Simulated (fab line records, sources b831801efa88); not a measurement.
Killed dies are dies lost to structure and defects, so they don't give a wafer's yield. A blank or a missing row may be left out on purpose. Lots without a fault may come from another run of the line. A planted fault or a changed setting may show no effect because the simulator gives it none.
Which tool did it? | flow sky130 | 11 lots, 33 wafers sampled, at 6 steps of a route of 708

WHAT THE GAUGES READ, wafer by wafer
SKY_POLY_GATE_THK_MEAS_21.
lot  | measured     | on            | POLY_GATE_OXIDATION_THK (nm)
L194 | day 17 05:06 | film_metro-04 | 3.94 3.95 3.94
L195 | day 17 12:43 | film_metro-02 | 3.87 3.89 3.89
L197 | day 18 10:25 | film_metro-03 | 3.93 4.09 3.98
L198 | day 18 13:13 | film_metro-04 | 3.90 3.92 3.93
L199 | day 19 10:56 | film_metro-02 | 3.88 3.96 3.84
L208 | day 22 09:29 | film_metro-04 | 3.98 4.00 3.92
L209 | day 23 04:05 | film_metro-02 | 3.91 3.88 3.92
L210 | day 23 04:08 | film_metro-04 | 4.15 4.05 4.10
L211 | day 23 11:07 | film_metro-02 | 4.06 4.07 4.00
L213 | day 23 20:49 | film_metro-03 | 4.11 4.10 4.12
L215 | day 24 10:08 | film_metro-04 | 3.93 3.96 3.87

SKY_POLY_GATE_CD_MEAS_22.
lot  | measured     | on        | cd_nm (nm)
L194 | day 17 05:12 | cd_sem-02 | 145.8 147.0 144.8
L195 | day 17 12:46 | cd_sem-02 | 149.7 147.9 147.6
L197 | day 18 10:29 | cd_sem-02 | 146.5 149.4 148.3
L198 | day 18 13:17 | cd_sem-02 | 149.7 149.7 151.3
L199 | day 19 11:01 | cd_sem-02 | 148.7 150.4 148.4
L208 | day 22 09:33 | cd_sem-02 | 151.4 154.3 151.6
L209 | day 23 04:09 | cd_sem-01 | 150.8 152.5 147.8
L210 | day 23 04:17 | cd_sem-02 | 148.1 150.5 150.4
L211 | day 23 11:11 | cd_sem-02 | 148.6 148.9 146.8
L213 | day 23 20:53 | cd_sem-02 | 147.2 148.3 147.7
L215 | day 24 10:13 | cd_sem-01 | 148.7 147.8 146.8

SKY_LDD_N_TW_MEAS_17.
lot  | measured     | on            | LDD_N_TW
L194 | day 18 11:13 | film_metro-03 | 2610 2611 2605
L195 | day 18 19:20 | film_metro-01 | 2656 2658 2656
L197 | day 19 18:08 | film_metro-03 | 2600 2598 2608
L198 | day 19 21:43 | film_metro-03 | 2729 2705 2719
L199 | day 20 19:11 | film_metro-01 | 2654 2652 2642
L208 | day 23 17:10 | film_metro-03 | 2696 2714 2700
L209 | day 24 11:20 | film_metro-03 | 2618 2618 2612
L210 | day 24 11:59 | film_metro-01 | 2648 2635 2649
L211 | day 24 18:05 | film_metro-03 | 2620 2612 2626
L213 | day 25 03:23 | film_metro-01 | 2666 2682 2660
L215 | day 25 17:08 | film_metro-02 | 2576 2576 2566

WHICH TOOL RAN EACH LOT (tool, then ch and the chambers of the sampled wafers, then the start)
lot  | SKY_POLY_GATE_ETCH_15              | SKY_LDD_N_IMPLANT_11            | SKY_LDD_N_STRIP_16
L194 | rie_diel-02 ch 2,3, day 17 01:12   | implanter-01 ch 0, day 18 10:23 | plasma_asher-03 ch 0,1, day 18 11:07
L195 | rie_diel-01 ch 1,2, day 17 10:21   | implanter-01 ch 0, day 18 18:29 | plasma_asher-03 ch 0,1, day 18 19:14
L197 | rie_diel-02 ch 0,1, day 18 07:57   | implanter-04 ch 0, day 19 17:17 | plasma_asher-04 ch 0,1, day 19 18:02
L198 | rie_diel-01 ch 2,3, day 18 11:21   | implanter-01 ch 0, day 19 20:34 | plasma_asher-01 ch 0,1, day 19 21:36
L199 | rie_diel-04 ch 0,1,2, day 19 09:15 | implanter-04 ch 0, day 20 18:22 | plasma_asher-04 ch 0,1, day 20 19:05
L208 | rie_diel-02 ch 0,1,3, day 22 07:51 | implanter-02 ch 0, day 23 15:44 | plasma_asher-03 ch 0,1, day 23 17:04
L209 | rie_diel-02 ch 0,2,3, day 23 02:27 | implanter-02 ch 0, day 24 10:29 | plasma_asher-04 ch 0,1, day 24 11:14
L210 | rie_diel-01 ch 0,1,2, day 23 02:30 | implanter-01 ch 0, day 24 11:09 | plasma_asher-04 ch 0,1, day 24 11:53
L211 | rie_diel-04 ch 0,1, day 23 09:29   | implanter-04 ch 0, day 24 17:14 | plasma_asher-01 ch 0,1, day 24 17:59
L213 | rie_diel-01 ch 1,2,3, day 23 19:11 | implanter-02 ch 0, day 25 02:32 | plasma_asher-01 ch 0,1, day 25 03:17
L215 | rie_diel-04 ch 0,1,2, day 24 08:29 | implanter-04 ch 0, day 25 16:18 | plasma_asher-04 ch 0,1, day 25 17:02
- SKY_POLY_GATE_ETCH_15: etches BARC in N2/H2, stops on SiO2, time 118.5 s, target depth 110 nm.
- SKY_LDD_N_IMPLANT_11
- SKY_LDD_N_STRIP_16: strips in O2/N2.

WHAT THE TOOLS THEMSELVES READ (means of the sampled wafers that have a number; where no wafer has one, the mark that the record gives instead)
SKY_POLY_GATE_ETCH_15.
lot  | tool        | bias_w (W) | drypump_motor_current_A (A) | oes_product_au (a.u.) | throttle_valve_pct (%)
L194 | rie_diel-02 | 100.21     | 6.1                         | 0.715                 | 13.212
L195 | rie_diel-01 | 99.86      | 5.8                         | 0.719                 | 13.212
L197 | rie_diel-02 | 100.06     | 6.1                         | 0.712                 | 13.206
L198 | rie_diel-01 | 100.26     | 5.4                         | 0.714                 | 13.217
L199 | rie_diel-04 | 100.06     | 5.3                         | 0.716                 | 13.213
L208 | rie_diel-02 | 100.10     | 6.1                         | 0.718                 | 13.211
L209 | rie_diel-02 | 100.17     | 6.1                         | 0.716                 | 13.198
L210 | rie_diel-01 | 100.07     | 5.9                         | 0.718                 | 13.219
L211 | rie_diel-04 | 99.78      | 5.4                         | 0.715                 | 13.210
L213 | rie_diel-01 | 100.02     | 5.5                         | 0.714                 | 13.210
L215 | rie_diel-04 | 100.27     | 5.3                         | 0.717                 | 13.205

SKY_LDD_N_STRIP_16.
lot  | tool            | drypump_motor_current_A (A) | oes_product_au (a.u.) | strip_time_to_endpoint_s (s)
L194 | plasma_asher-03 | 5.6                         | 0.407                 | 4.322
L195 | plasma_asher-03 | 5.9                         | 0.408                 | 4.306
L197 | plasma_asher-04 | 6.2                         | 0.406                 | 4.320
L198 | plasma_asher-01 | 6.4                         | 0.400                 | 4.521
L199 | plasma_asher-04 | 6.1                         | 0.403                 | 4.299
L208 | plasma_asher-03 | 5.9                         | 0.408                 | 4.498
L209 | plasma_asher-04 | 6.1                         | 0.404                 | 4.319
L210 | plasma_asher-04 | 6.1                         | 0.406                 | 4.302
L211 | plasma_asher-01 | 6.0                         | 0.408                 | 4.306
L213 | plasma_asher-01 | 6.4                         | 0.408                 | 4.317
L215 | plasma_asher-04 | 6.1                         | 0.403                 | 4.305

THE ANSWER, worked out from the rows above alone
Rule: what is usual is taken from the lots themselves. Put in order of their means at a reading, lots are off if they are a third of the lots or fewer, leave a main group of 4 or more, and stand apart from it by a gap of 3 or more times the standard deviation of the main group's means; of several such gaps the widest counts. A main group whose means are all the same, to the digits that the tables above print for the reading, isn't used. A lot without any number at a reading at which 4 lots or more have one is off too. The other lots that the step has rows for count as sound. The gauges are gone through in route order, then the tools' own readings, and for those a lot's mean is taken as printed above. The first step at which some lot is off is used, and at that step the reading that is off furthest; a lot without a number counts as furthest.
Off: L198, L208, at SKY_LDD_N_STRIP_16 (strip_time_to_endpoint_s). The main group: mean 4.311 s, standard deviation 0.0082.
A tool fits if, at that step or a process step before it, it ran every lot that is off, and no sound lot after the first of them. None of those tried fits.

WHAT THE SIMULATOR HAD PUT IN
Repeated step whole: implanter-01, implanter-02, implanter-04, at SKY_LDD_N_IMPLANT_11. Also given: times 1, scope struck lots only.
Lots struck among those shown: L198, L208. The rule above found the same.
